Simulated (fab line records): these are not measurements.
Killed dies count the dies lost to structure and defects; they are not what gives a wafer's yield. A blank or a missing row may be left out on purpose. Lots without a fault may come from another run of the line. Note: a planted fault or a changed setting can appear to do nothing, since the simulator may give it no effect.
Problem report in the 8D (eight disciplines) form, filled by code ; flow gf180mcu ; the parts of the form that need people (team, actions taken, sign-off) are left out

## 1. WHAT WENT WRONG
PASSIVATION_CVD_00_THK at GF_PASSIVATION_THK_MEAS_01 reads a mean of 1070 nm on 1 wafer of 1 lot; wafers without a fault read 998 nm with a standard deviation of 13. Relative to the usual mean, that is a shift of +5.5 standard deviations.
The first sign was on wafer L604.3 at day 30 21:25, on filmMetro-01. Wafers with a number at this step in the record: 36, from 12 lots. Rule for "out", or "out of limits": more than 4 standard deviations from the usual mean. The rest of the wafers with a number are treated as sound.

## 2. WHAT IT IS AND WHAT IT IS NOT
question;is;is not
which readings at this step;PASSIVATION_CVD_00_THK;-
which lots;L604;L595, L596, L597, L607, L609, L612, L614, L615, L616, L617, L618
which wafers of those lots;L604.3;L604.2, L604.4
read on which gauges;filmMetro-01;filmMetro-02
when;from day 30 21:25;"up to then (11 sound wafers); but 24 sound wafers of L607, L609, L612, L614, L615, L616, L617, L618 came after"

## 3. WHAT RULES OUT EACH SUSPECT
Counting: any tool at a process step up to the reading remains a suspect provided it ran every lot that is out. Sound lots after the first of them don't rule it out here, since some wafers of a struck lot are sound.
- ruled out: the gauge at GF_PASSIVATION_THK_MEAS_01. All the wafers that are out were read on filmMetro-01, but those of them that GF_PASSIVATION_CVD_00 has rows for are out there too, on other tools.
- plasmaAsher-03 at GF_V5_STRIP_18 (strips in O2/N2): kept. It processed L604, the lot that is out, at day 30 00:43, and its most recent sound lot before then was L596 at day 27 23:10.
- pecvd-02 at GF_PASSIVATION_CVD_00 (deposits SiO2 from TEOS, target thk 1000 nm, time 111.95 s): kept. It processed L604, the lot that is out, at day 30 21:20, and its most recent sound lot before then was L596 at day 28 20:48. Its own readings are out on those wafers: runLengthS.
- Within plasmaAsher-03 at GF_V5_STRIP_18, the wafers that are out were processed in chamber 1 and their sound lot-mates in chamber 0.
- Within pecvd-02 at GF_PASSIVATION_CVD_00, the wafers that are out were processed in chamber 1 and their sound lot-mates in chamber 0.
Remaining after the count are plasmaAsher-03 at GF_V5_STRIP_18 and pecvd-02 at GF_PASSIVATION_CVD_00.

## 4. THE CAUSE (what the simulator had put in)
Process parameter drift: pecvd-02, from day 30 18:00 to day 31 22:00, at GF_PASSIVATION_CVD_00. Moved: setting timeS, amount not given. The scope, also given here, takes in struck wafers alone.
Of the 2 suspects that counting leaves, this tool is one.

## 5. THE EFFECT CHAIN, in route order
Each row: a reading whose mean over the struck wafers that have a number lies more than 3 standard deviations from the usual. Only readings for which the record gives a usual standard deviation are gone through. hours: the time from each lot's start at the first step in this table that gives one to its start at this step, as a median over the lots. sigmas: the change in usual standard deviations.
hours;step;reading;usual;on struck wafers;change;sigmas
0;GF_PASSIVATION_CVD_00;runLengthS;139.7 s;148.3;+8.6;+21
0;GF_PASSIVATION_THK_MEAS_01;PASSIVATION_CVD_00_THK;998 nm;1070;+72;+5.5
It contains these process steps:
- GF_PASSIVATION_CVD_00: deposits SiO2 from TEOS, target thk 1000 nm, time 111.95 s.

## 6. WHAT WOULD HAVE CAUGHT IT SOONER
The first out-of-limits reading at a measuring or inspecting step in this record came at day 30 21:25, 3 hours after the fault's start at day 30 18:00.
Tool's own readings at GF_PASSIVATION_CVD_00, runLengthS: out on all struck wafers the step has rows for; an alarm limit on them would have tripped on the first.
Lots out: 1; all had begun GF_PASSIVATION_CVD_00 on pecvd-02 by day 30 21:25. Had the tool been put on hold then, not one of them would have been saved.
